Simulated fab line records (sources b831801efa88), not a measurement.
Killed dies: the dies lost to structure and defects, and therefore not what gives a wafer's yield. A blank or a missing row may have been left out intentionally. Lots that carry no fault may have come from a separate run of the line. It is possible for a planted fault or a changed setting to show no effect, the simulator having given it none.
Problem report, 8D (eight disciplines) form, completed by code | flow sky130 | the parts of the form that need people (team, actions taken, sign-off) are left out

## 1. WHAT WENT WRONG
SKY_SONOS_ONO_ETCH_15, oes_product_au: mean 0.757 a.u. over 1 wafer from 1 lot; wafers with no fault: 0.997 a.u., standard deviation 0.011. Relative to the usual mean, that is a shift of -22 standard deviations.
The step: etches the open film in CHF3/O2, target depth 19.52 nm, time 7.8 s.
Seen first at day 19 00:38 on rie_diel-01, wafer L307.2. At this step, 15 wafers from 5 lots have a number in the record. By rule, "out" or "out of limits" means more than 4 standard deviations away from the usual mean. Any other wafer with a number is counted as sound.

## 2. WHAT IT IS, AND WHAT IT ISN'T
question                    | is                                 | is not
which readings at this step | oes_product_au, throttle_valve_pct | chf3_flow_sccm, drypump_motor_current_A
which lots                  | L307                               | L296, L298, L309, L310
which wafers of those lots  | L307.2                             | L307.5, L307.6
read on which tools         | rie_diel-01                        | rie_diel-02
when                        | from day 19 00:38                  | up to then (8 sound wafers); but 6 sound wafers of L309, L310 came after

## 3. SUSPECTS, AND WHAT RULES EACH OUT
Counting: any tool at a process step up to the reading remains a suspect provided it ran every lot that is out. Sound lots after the first of them don't rule it out here, since some wafers of a struck lot are sound.
- rie_diel-01 at SKY_SONOS_ONO_ETCH_15 (etches the open film in CHF3/O2, target depth 19.52 nm, time 7.8 s): kept. It ran the lot that is out, L307 (day 19 00:38); its last sound lot up to then is L296 (day 14 21:32). Out on those wafers are its own readings of oes_product_au, throttle_valve_pct.
- rie_diel-01, SKY_SONOS_ONO_ETCH_15: wafers that are out in chamber 0, sound lot-mates in chambers 2, 3.
Remaining after the count: rie_diel-01 at SKY_SONOS_ONO_ETCH_15.

## 4. THE CAUSE (what the simulator had put in)
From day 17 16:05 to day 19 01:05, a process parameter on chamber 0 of rie_diel-01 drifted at SKY_SONOS_ONO_ETCH_15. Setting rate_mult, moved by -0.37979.
The count eliminated every tool but this one.

## 5. THE CHAIN OF EFFECTS, in route order
One row per reading whose mean, taken over the struck wafers that have a number, lies over 3 standard deviations from the usual. Readings are gone through only where the record gives a usual standard deviation; hours: the median, over the lots, of the time from a lot's start at the first step in this table giving one to that lot's start at this step; sigmas: the change measured in usual standard deviations.
hours | step                  | reading            | usual      | on struck wafers | change | sigmas
0     | SKY_SONOS_ONO_ETCH_15 | oes_product_au     | 0.997 a.u. | 0.757            | -0.240 | -22
0     | SKY_SONOS_ONO_ETCH_15 | throttle_valve_pct | 8.824 %    | 8.767            | -0.057 | -6.6
Process steps it contains:
- SKY_SONOS_ONO_ETCH_15: etches the open film in CHF3/O2, target depth 19.52 nm, time 7.8 s.

## 6. WHAT WOULD HAVE CAUGHT IT SOONER
33 hours passed between the start of the fault at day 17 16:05 and the first reading out of limits in this record, taken at day 19 00:38.
